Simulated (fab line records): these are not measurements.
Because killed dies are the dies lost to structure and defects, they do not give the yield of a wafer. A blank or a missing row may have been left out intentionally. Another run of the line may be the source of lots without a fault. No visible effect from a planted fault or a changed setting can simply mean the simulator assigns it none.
Chamber matching || flow sfq-line || SFQ_TRILAYER_I0_VIA_ETCH_VIA_ETCH_034 on rie-diel-02: 4 sister chambers
The step etches SiO2 in CHF3, stops on Nb, target depth 260 nm. 8 wafers are shown with their chamber, then 7 later ones without.

WAFERS, EACH WITH ITS CHAMBER
{"wafer": "L710.1", "chamber": 3, "drypump-motor-current-A (A)": 5.7, "oes-product-au (a.u.)": 0.869}
{"wafer": "L710.3", "chamber": 1, "drypump-motor-current-A (A)": 5.2, "oes-product-au (a.u.)": 0.852}
{"wafer": "L718.6", "chamber": 2, "drypump-motor-current-A (A)": 5.3, "oes-product-au (a.u.)": 0.850}
{"wafer": "L726.1", "chamber": 3, "drypump-motor-current-A (A)": 5.7, "oes-product-au (a.u.)": 0.856}
{"wafer": "L726.2", "chamber": 0, "drypump-motor-current-A (A)": 5.9, "oes-product-au (a.u.)": 0.858}
{"wafer": "L726.4", "chamber": 2, "drypump-motor-current-A (A)": 5.4, "oes-product-au (a.u.)": 0.854}
{"wafer": "L727.2", "chamber": 1, "drypump-motor-current-A (A)": 5.2, "oes-product-au (a.u.)": 0.854}
{"wafer": "L727.3", "chamber": 0, "drypump-motor-current-A (A)": 5.9, "oes-product-au (a.u.)": 0.857}

WAFERS WITH NO CHAMBER GIVEN
{"wafer": "L727.6", "drypump-motor-current-A (A)": 5.8, "oes-product-au (a.u.)": 0.860}
{"wafer": "L728.3", "drypump-motor-current-A (A)": 5.9, "oes-product-au (a.u.)": 0.858}
{"wafer": "L728.5", "drypump-motor-current-A (A)": 5.7, "oes-product-au (a.u.)": 0.857}
{"wafer": "L728.6", "drypump-motor-current-A (A)": 5.3, "oes-product-au (a.u.)": 0.851}
{"wafer": "L729.1", "drypump-motor-current-A (A)": 5.7, "oes-product-au (a.u.)": 0.866}
{"wafer": "L729.2", "drypump-motor-current-A (A)": 5.8, "oes-product-au (a.u.)": 0.861}
{"wafer": "L729.5", "drypump-motor-current-A (A)": 5.3, "oes-product-au (a.u.)": 0.859}

THE CHAMBER EACH PASSED THROUGH
{"wafer": "L727.6", "from the rows above": "can't be placed: 3 or 0", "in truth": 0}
{"wafer": "L728.3", "from the rows above": 0, "in truth": 0}
{"wafer": "L728.5", "from the rows above": 3, "in truth": 3}
{"wafer": "L728.6", "from the rows above": "can't be placed: 2 or 1", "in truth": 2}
{"wafer": "L729.1", "from the rows above": 3, "in truth": 3}
{"wafer": "L729.2", "from the rows above": "can't be placed: 3 or 0", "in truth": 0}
{"wafer": "L729.5", "from the rows above": "can't be placed: 2 or 1", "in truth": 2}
Correct placement for 3 of the 7. Can't be placed from these rows: 4 (the true chamber is among the candidates in 4). Number placed wrongly: 0.
How it was worked out, from the rows above alone: a wafer's distance from a chamber is the root of the sum, over the readings, of the square of ((its reading less the chamber's mean) divided by the reading's scatter). The wafer belongs to the nearest chamber; if the next one is less than 2 further off, it can't be placed. For every chamber, the mean is computed from those of its wafers that are shown. The scatter: take each reading less its chamber's mean, square it, sum over the shown wafers, divide by the number of wafers less the number of chambers, and take the root.
